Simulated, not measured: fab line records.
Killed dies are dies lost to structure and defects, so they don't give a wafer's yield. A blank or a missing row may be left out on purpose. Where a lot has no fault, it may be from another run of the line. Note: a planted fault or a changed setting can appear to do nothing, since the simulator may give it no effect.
Shared-tool check | flow sky130 | 39 wafers sampled across 12 lots

THE REASON FOR OPENING IT
SKY_NWELL_TW_MEAS_26, reading NWELL_2_TW: flagged on 1 of 12 lots. Wafers without a fault read 495.1, standard deviation 2.2.
Rule: a lot is flagged in two cases, either no wafer of it has a number, or all its wafers with numbers fall more than 4 standard deviations from that mean. The rest of the lots are taken to be sound.

lot  | measured     | on            | NWELL_2_TW, wafer by wafer    | flag
L317 | day 5 07:31  | film-metro-01 | 495.8 496.7 495.4             |
L319 | day 5 20:27  | film-metro-01 | 496.4 498.7 496.4             |
L320 | day 6 03:44  | film-metro-01 | 492.5 496.7 496.2             |
L323 | day 6 20:43  | film-metro-03 | 493.3 493.7 494.4             |
L324 | day 7 01:01  | film-metro-01 | 493.1 494.6 496.4             |
L325 | day 7 05:48  | film-metro-04 | 493.5 498.1 491.8             |
L327 | day 7 20:04  | film-metro-04 | 494.1 493.7 494.6             |
L328 | day 8 01:08  | film-metro-01 | 494.0 492.5 491.4             |
L329 | day 8 10:21  | film-metro-04 | 497.3 496.3 493.8             |
L331 | day 8 22:23  | film-metro-04 | 29.8 30.0 30.1 30.0 30.0 29.9 | FLAGGED
L339 | day 10 23:10 | film-metro-01 | 498.4 495.5 495.6             |
L340 | day 11 06:57 | film-metro-04 | 497.4 498.7 499.7             |
Flagged lots average 30.0: -465.1 relative to the usual, that is -99 or more standard deviations.

TOOL THAT RAN EACH LOT
The record keeps 1 process step preceding the reading, out of 708 steps on the route. Every cell lists first the tool, next ch and the chambers used by the sampled wafers, and last the start.
lot  | flag    | SKY_NWELL_EXPOSE_20
L317 |         | iline-stepper-01 ch 0, day 4 22:32
L319 |         | iline-stepper-01 ch 0, day 5 12:18
L320 |         | iline-stepper-02 ch 0, day 5 18:28
L323 |         | iline-stepper-01 ch 0, day 6 10:35
L324 |         | iline-stepper-02 ch 0, day 6 14:59
L325 |         | iline-stepper-01 ch 0, day 6 20:14
L327 |         | iline-stepper-01 ch 0, day 7 09:56
L328 |         | iline-stepper-02 ch 0, day 7 14:47
L329 |         | iline-stepper-02 ch 0, day 7 23:55
L331 | FLAGGED | iline-stepper-02 ch 0, day 8 11:25
L339 |         | iline-stepper-02 ch 0, day 10 10:53
L340 |         | iline-stepper-01 ch 0, day 10 19:22
What the steps here do:
- SKY_NWELL_EXPOSE_20: exposes mask NWM COMPLEMENT, target cd 840 nm.
- SKY_NWELL_TW_MEAS_26

FLAGGED AGAINST TOTAL, ONE TOOL AT A TIME (gauges that did the reading follow at the end)
step                 | tool             | lots run | flagged | share of the flagged lots | sound lots run after its first flagged lot
SKY_NWELL_EXPOSE_20  | iline-stepper-01 | 6        | 0       | none                      | -
SKY_NWELL_EXPOSE_20  | iline-stepper-02 | 6        | 1       | all                       | 1 (L339)
SKY_NWELL_TW_MEAS_26 | film-metro-01    | 6        | 0       | none                      | -
SKY_NWELL_TW_MEAS_26 | film-metro-03    | 1        | 0       | none                      | -
SKY_NWELL_TW_MEAS_26 | film-metro-04    | 5        | 1       | all                       | 1 (L340)

WHAT THE TABLE PERMITS
Rows of the table that ran all the flagged lots, 2 in number: iline-stepper-02 at SKY_NWELL_EXPOSE_20; film-metro-04 at SKY_NWELL_TW_MEAS_26.
- iline-stepper-02 at SKY_NWELL_EXPOSE_20 ran 6 lots, 1 of them flagged. Lots that were sound ran on it after the first flagged one (L339); a persistent fault on the entire tool would not allow that.
- film-metro-04 at SKY_NWELL_TW_MEAS_26 ran 5 lots, 1 of them flagged. Lots that were sound ran on it after the first flagged one (L340); a persistent fault on the entire tool would not allow that.
There is no row in the table that ran each flagged lot and no sound lot after the first.

WHAT THE SIMULATOR PUT IN
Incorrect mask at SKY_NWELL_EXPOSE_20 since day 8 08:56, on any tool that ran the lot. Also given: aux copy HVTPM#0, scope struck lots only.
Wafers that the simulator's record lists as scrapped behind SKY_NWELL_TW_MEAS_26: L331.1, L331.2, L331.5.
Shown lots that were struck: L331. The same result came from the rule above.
